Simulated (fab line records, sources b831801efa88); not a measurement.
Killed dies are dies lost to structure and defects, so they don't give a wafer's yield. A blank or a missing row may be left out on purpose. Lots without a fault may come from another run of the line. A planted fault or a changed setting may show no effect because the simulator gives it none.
fab line records | flow sfq_line | part 2 of 2: steps 26 to 34 of 34
record lots=5 wafers=15 last_day=85
route steps=325 shown I5@236 C5@240 M6@251 I6@266
lots that met no fault: from a run of the same line without faults
start_h: hours from the record's first day to the start of the lot's first wafer shown | wait_h: hours since the lot's step before | " the same as in the row above | L1.1+2: a row that stands for several wafers | - no value, or no start given | * or withheld: withheld | < > ~ a bound
route shown NAME@n: a module of which the file shows steps, and the number in the route of the first | usual: mean/standard deviation of fault-free wafers | same: alike in all rows | chamber/n: place in a boat | sites: the reading at each site | _std_site: their standard deviation | _edge_site: outer sites' mean less inner sites' | radius_mm: how far each site lies from the wafer's centre | mask NAME#n: copy n | behind: the tool/chamber that last shaped the wafer | hold: why the lot was held/for how many hours/how that ended | device: the transistor (n, p or np) that didn't switch | end of line: the same wafers' tests at the end of the route | a step without rows: its recipe alone | killed: dies lost to structure and defects at the first sort, not the wafer's yield | map: a wafer's dies, x killed, . not, _ none there
set.NAME: the setting as run; set.NAME@STEP: as run at that earlier step | model.NAME: the simulator's own value behind a step, which no gauge read
lots at some steps of the route; a table a step, a row a wafer
services: from which hour (start_h, from the record's first day; less than 0 if before it) a tool's chamber was out of use, for how many hours, and why
## steps
# step SFQ_TRILAYER_M6_BARC_OPEN_METAL_ETCH_206
# recipe mask_material=PR chemistry=O2 target_depth_nm=125 target=BARC icp_w=600 bias_w=80 pressure_mtorr=10 time_s=41.7
# usual drypump_motor_current_A=5.9/0.46 oes_product_au=0.684/0.0044
# columns lot.wafer tool chamber start_h wait_h drypump_motor_current_A oes_product_au rf_hours_counter_h
L081.2 rie_metal-04 0 1643.07 0.0 5.7 0.676 49
L081.3 " 1 " " 5.5 0.684 -
L081.5 " 0 " " 5.7 0.678 -
L088.1 rie_metal-03 1 1699.59 0.0 6.6 0.683 5
L088.2 " 0 " " 6.2 0.682 71
L088.5 " 1 " " 6.5 0.684 -
L090.1 rie_metal-01 0 1707.99 0.0 5.6 0.690 56
L090.4 " 1 " " 5.3 0.683 -
L090.6 " 1 " " 5.3 0.677 -
L092.4 rie_metal-01 0 1712.81 0.0 5.6 0.680 -
L092.5 " 0 " " 5.6 0.681 -
L092.6 " 1 " " 5.3 0.687 -
L093.1 rie_metal-03 0 1714.12 0.0 6.2 0.681 72
L093.2 " 1 " " 6.6 0.687 6
L093.5 " 0 " " 6.2 0.686 -
# step SFQ_TRILAYER_M6_ETCH_METAL_ETCH_162
# recipe target=Nb stop_on=SiO2 mask_material=PR chemistry=Cl2/Ar target_depth_nm=240 icp_w=600 bias_w=80 pressure_mtorr=10 time_s=120
# usual drypump_motor_current_A=5.9/0.46 oes_product_au=0.898/0.0089
# columns lot.wafer tool chamber start_h wait_h drypump_motor_current_A oes_product_au rf_hours_counter_h
L081.2 rie_metal-04 0 1643.13 0.0 5.7 0.888 49
L081.3 " 1 " " 5.5 0.903 -
L081.5 " 0 " " 5.7 0.902 -
L088.1 rie_metal-03 1 1699.65 0.0 6.6 0.892 5
L088.2 " 0 " " 6.2 0.889 71
L088.5 " 1 " " 6.6 0.886 -
L090.1 rie_metal-01 0 1708.05 0.0 5.6 0.916 56
L090.4 " 1 " " 5.3 0.902 -
L090.6 " 1 " " 5.3 0.902 -
L092.4 rie_metal-01 0 1712.89 0.1 5.6 0.888 -
L092.5 " 0 " " 5.6 0.891 -
L092.6 " 1 " " 5.3 0.902 -
L093.1 rie_metal-03 0 1714.18 0.0 6.2 0.911 72
L093.2 " 1 " " 6.6 0.903 6
L093.5 " 0 " " 6.2 0.894 -
# step SFQ_TRILAYER_M6_STRIP_STRIP_163
# recipe gas=O2 power_w=200 platen_temp_c=40 overash_fraction=0.65 chemistry=O2 pressure_mtorr=50
# usual drypump_motor_current_A=5.9/0.46 oes_product_au=0.995/0.013
# same overash_fraction=0.65
# columns lot.wafer tool chamber start_h wait_h drypump_motor_current_A oes_product_au rf_hours_counter_h
L081.2 rie_metal-04 0 1643.25 0.1 5.7 0.973 49
L081.3 " 1 " " 5.6 0.996 -
L081.5 " 0 " " 5.7 0.975 -
L088.1 rie_metal-03 1 1699.78 0.1 6.6 0.994 5
L088.2 " 0 " " 6.2 0.981 71
L088.5 " 1 " " 6.6 0.997 -
L090.1 rie_metal-01 0 1708.18 0.1 5.6 1.006 56
L090.4 " 1 " " 5.3 0.975 -
L090.6 " 1 " " 5.3 0.972 -
L092.4 rie_metal-01 0 1713.18 0.2 5.6 1.001 -
L092.5 " 0 " " 5.6 1.014 -
L092.6 " 1 " " 5.3 0.988 -
L093.1 rie_metal-03 0 1714.30 0.1 6.2 0.991 72
L093.2 " 1 " " 6.5 1.013 6
L093.5 " 0 " " 6.3 0.989 -
# step SFQ_TRILAYER_M6_STRIP_SOLV_CLEAN_164
# recipe chemistry=NMP temp_c=70 time_s=600
# usual bath_guard_temp_C=69.9/0.55
# columns lot.wafer tool chamber start_h wait_h bath_guard_temp_C
L081.2 wet_bench-01 3 1643.85 0.4 69.5
L081.3 " 4 " " 70.3
L081.5 " 5 " " 70.3
L088.1 wet_bench-02 6 1700.38 0.4 69.8
L088.2 " 5 " " 70.2
L088.5 " 3 " " 69.5
L090.1 wet_bench-02 6 1708.78 0.4 69.6
L090.4 " 2 " " 70.1
L090.6 " 3 " " 69.4
L092.4 wet_bench-01 3 1713.58 0.2 69.6
L092.5 " 1 " " 70.0
L092.6 " 0 " " 70.3
L093.1 wet_bench-03 7 1714.90 0.4 68.8
L093.2 " 5 " " 69.8
L093.5 " 2 " " 69.2
# step SFQ_TRILAYER_I6_DEP_PECVD_165
# recipe material=SiO2 temp_c=150 time_s=111.11 pressure_torr=2.4 rf_w=183.3 precursor=SiH4/N2O target_thk_nm=500
# usual heater_power_w=83/20 susceptor_temp_C=149.98/0.13 throttle_valve_pct=24.7/0.64
# columns lot.wafer tool chamber start_h wait_h heater_power_w susceptor_temp_C throttle_valve_pct
L081.2 pecvd-04 0 1644.04 0.0 105 150.03 23.6
L081.3 " 2 " " 88 149.76 23.8
L081.5 " 2 " " 72 150.01 23.8
L088.1 pecvd-04 0 1700.55 0.0 101 149.95 23.8
L088.2 " 2 " " 90 149.83 24.3
L088.5 " 0 " " 103 150.01 23.7
L090.1 pecvd-03 1 1708.95 0.0 56 149.85 25.0
L090.4 " 2 " " 80 149.87 24.8
L090.6 " 1 " " 58 149.96 24.8
L092.4 pecvd-01 0 1713.79 0.0 58 149.96 24.7
L092.5 " 1 " " 113 149.88 25.3
L092.6 " 2 " " 93 149.94 25.9
L093.1 pecvd-03 0 1715.09 0.0 103 150.01 25.0
L093.2 " 1 " " 56 149.86 25.1
L093.5 " 0 " " 108 150.03 25.1
# step SFQ_TRILAYER_I6_CMP_CMP_166
# recipe material=SiO2 down_force_psi=3 platen_rpm=60 pad_velocity_m_s=0.94248
# usual edge_zone_pressure_frac=1.000/0.0051 motor_current_A=10.0/0.55 time_to_endpoint_s=215/8.2
# columns lot.wafer tool chamber start_h wait_h edge_zone_pressure_frac motor_current_A time_to_endpoint_s
L081.3 cmp-02 0 1646.26 2.2 0.995 9.5 206
L081.2 " 2 1647.26 3.2 1.006 10.0 222
L081.5 " 0 1648.26 4.1 1.000 9.2 212
L088.1 cmp-02 1 1701.63 1.0 0.988 10.0 205
L088.2 " 2 " " 0.995 11.5 216
L088.5 " 0 1703.13 2.5 1.005 9.6 211
L090.1 cmp-02 2 1709.53 0.5 1.002 9.9 217
L090.4 " 3 " " 0.999 9.3 217
L090.6 " 2 1711.53 2.5 1.000 10.6 223
L093.2 cmp-01 3 1715.17 0.0 0.992 9.8 197
L093.1 " 1 1716.17 1.0 1.000 9.9 229
L093.5 " 3 1717.17 2.0 1.004 9.5 210
L092.4 cmp-02 1 1715.33 1.5 0.989 9.9 211
L092.6 " 2 " " 1.002 10.9 216
L092.5 " 3 " " 0.998 9.3 221
# step SFQ_I6_BOW_MEAS_941
# recipe mode=bow
# usual I6_BOW=3/9.8
# columns lot.wafer tool chamber start_h wait_h I6_BOW[um]
L081.2 film_metro-04 - 1649.28 1.5 -4
L081.3 " - " " -7
L081.5 " - " " -9
L088.1 film_metro-04 - 1703.63 1.5 10
L088.2 " - " " 4
L088.5 " - " " 9
L090.1 film_metro-04 - 1712.03 2.0 7
L090.4 " - " " 16
L090.6 " - " " 3
L092.4 film_metro-04 - 1716.89 1.1 -10
L092.5 " - " " -8
L092.6 " - " " -7
L093.1 film_metro-03 - 1718.17 1.5 15
L093.2 " - " " 3
L093.5 " - " " 13
# step SFQ_TRILAYER_I6_METRO_MEASURE_167
# usual thk_nm=199.9/1.1
# columns lot.wafer tool chamber start_h wait_h thk_nm
L081.2 film_metro-04 - 1649.58 0.3 200.1
L081.3 " - " " 199.0
L081.5 " - " " 199.7
L088.1 film_metro-04 - 1703.75 0.1 199.6
L088.2 " - " " 201.0
L088.5 " - " " 200.1
L090.1 film_metro-04 - 1712.15 0.1 200.5
L090.4 " - " " 197.4
L090.6 " - " " 199.7
L092.4 film_metro-04 - 1717.55 0.6 200.4
L092.5 " - " " 198.6
L092.6 " - " " 199.5
L093.1 film_metro-03 - 1718.29 0.1 202.6
L093.2 " - " " 199.7
L093.5 " - " " 199.7
# step SFQ_TRILAYER_I6_VIA_LITHO_COAT_174
# recipe resist=BARC spin_rpm=3000 resist_thk_nm=62
# usual spin_speed_rpm=3000.0/1.9
# columns lot.wafer tool chamber start_h wait_h spin_speed_rpm
L081.2 litho_track-03 0 1650.63 0.8 3002.9
L081.3 " 0 " " 3000.5
L081.5 " 0 " " 3003.8
L088.1 litho_track-02 0 1704.95 1.0 2999.6
L088.2 " 0 " " 3002.2
L088.5 " 0 " " 3000.4
L090.1 litho_track-02 0 1713.35 1.0 2998.0
L090.4 " 0 " " 3000.7
L090.6 " 0 " " 2999.9
L092.4 litho_track-04 0 1718.30 0.6 3001.7
L092.5 " 0 " " 3000.9
L092.6 " 0 " " 3001.3
L093.1 litho_track-02 0 1719.49 1.0 2999.2
L093.2 " 0 " " 2996.9
L093.5 " 0 " " 3000.5
## services
# columns tool chamber start_h hours kind
cmp-02 - 1507.58 3.4 repair
rie_diel-01 - 1517.92 2.8 pm
krf_scanner-02 - 1518.08 1.0 pm
film_metro-04 - 1538.49 0.9 pm
rie_metal-04 - 1542.24 14.6 pm
cmp-02 - 1547.34 0.3 repair
krf_scanner-01 - 1552.53 0.8 pm
rie_metal-03 0 1555.44 6.7 repair
rie_metal-03 1 1566.50 1.8 repair
krf_scanner-02 - 1582.31 0.2 repair
krf_scanner-02 - 1582.61 0.2 repair
krf_scanner-02 - 1590.83 1.3 pm
rie_metal-03 - 1611.13 14.6 pm
rie_diel-01 1 1631.10 10.0 repair
rie_metal-03 - 1641.04 2.8 pm
rie_diel-04 3 1650.28 5.5 repair
rie_diel-04 1 1650.32 5.3 repair
pvd_sputter-06 - 1684.52 4.4 repair
krf_scanner-02 - 1687.13 1.0 pm
rie_diel-01 - 1689.45 0.1 repair
pvd_sputter-06 - 1690.57 13.2 repair
rie_metal-04 - 1702.26 0.6 repair
rie_metal-04 1 1703.46 21.6 repair
pvd_sputter-06 - 1713.89 10.1 repair
